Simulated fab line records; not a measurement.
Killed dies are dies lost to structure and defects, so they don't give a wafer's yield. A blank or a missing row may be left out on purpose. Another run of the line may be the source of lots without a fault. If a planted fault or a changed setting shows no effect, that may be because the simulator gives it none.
A struck lot beside a sound one ; flow gf180mcu ; 14 out of 602 route steps
Sound: these wafers, L308.1, L308.4, L308.6. Wafers L313.1, L313.4, L313.6 were the ones struck. Last of all comes the cause.
At each step with rows: each side's tool, then ch and its chambers, then its first start. Under that, the readings that differ: sound wafers ; struck wafers ; difference of the means ; sigmas: that difference in standard deviations of wafers without a fault.
alike: readings with means less than 2 such deviations apart, plus words and numbers identical on both sides. not compared: withheld readings, readings lacking a value on some wafer, bounds such as >300 that could conceal the same value, and numbers that have no deviation in the record and whose values overlap.
A row with sigmas, a row that says differs or no value, or rows on one side alone: a step with any of these is where the two part. When numbers do not overlap yet have no deviation, they are printed without sigmas and do not part them. A reading missing from all wafers of one side parts the sides only when that side holds two or more wafers.

GF_M4_SPUTTER_01: material TiN, target thk 30 nm, time 25 s.
  sound: pvd_sputter-02 at day 22 07:45; struck: pvd_sputter-04 at day 24 06:01
  alike: chamber_pressure_pa, throttle_valve_pct
GF_M4_SPUTTER_02: material AlCu, target thk 450 nm, time 23.9 s.
  sound: pvd_sputter-02 at day 22 07:47; struck: pvd_sputter-04 at day 24 06:02
  alike: chamber_pressure_pa, throttle_valve_pct
GF_M4_SPUTTER_03: material Ti, target thk 10 nm, time 6.7 s.
  sound: pvd_sputter-02 at day 22 07:49; struck: pvd_sputter-04 at day 24 06:04
  alike: chamber_pressure_pa, throttle_valve_pct
GF_M4_SPUTTER_04: material TiN, target thk 50 nm, time 41.7 s.
  sound: pvd_sputter-02 at day 22 07:50; struck: pvd_sputter-04 at day 24 06:05
  alike: chamber_pressure_pa, throttle_valve_pct
GF_M4_RS_MEAS_05: measurement is done with a four-point probe.
  sound: film_metro-02 at day 22 07:52; struck: film_metro-04 at day 24 06:08
  alike: M4_ALCU_RS
GF_M4_THK_MEAS_06: measures by xrf.
  sound: film_metro-02 at day 22 07:59; struck: film_metro-04 at day 24 06:15
  alike: M4_ALCU_THK
then, 6 steps without rows for these wafers: GF_M4_DEHYDRATE_07 (time 60 s); GF_M4_HMDS_08 (prime time 60 s); GF_M4_COAT_09 (resist thk 1000 nm); GF_M4_SOFTBAKE_10 (time 60 s); GF_M4_EXPOSE_11 (exposes mask Metal4, target cd 280 nm); GF_M4_PEB_12 (peb time 90 s).
GF_M4_DEVELOP_13: develop time 60 s.
  sound on litho_track-03 ch 0, day 23 06:59; struck on litho_track-03, day 25 03:50
  no value came back on the struck wafers for chill_plate_temp_C (C), develop_time_s (s); on the sound wafers chill_plate_temp_C (C) reads 22.99 23.06 23.18
reading;sound;struck;difference;sigmas
model.KrF_of_M4_COAT_09.thk_nm (nm);988.4 985.1 985.5;1003 1001 1001;+15;
GF_M4_CD_MEAS_14: target cd 280 nm.
  sound: cd_sem-02 at day 23 07:08; struck: cd_sem-02 at day 25 03:59
reading;sound;struck;difference;sigmas
cd_nm (nm);280.6 282.1 281.5;- - -;no value on the struck wafers;

## WHERE THEY PART
At GF_M4_DEVELOP_13 first; at GF_M4_CD_MEAS_14 last (within this record only).

WHY: what the simulator had put in
Entire step skipped (litho_track-03, GF_M4_DEVELOP_13), from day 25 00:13 onward. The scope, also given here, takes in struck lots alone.
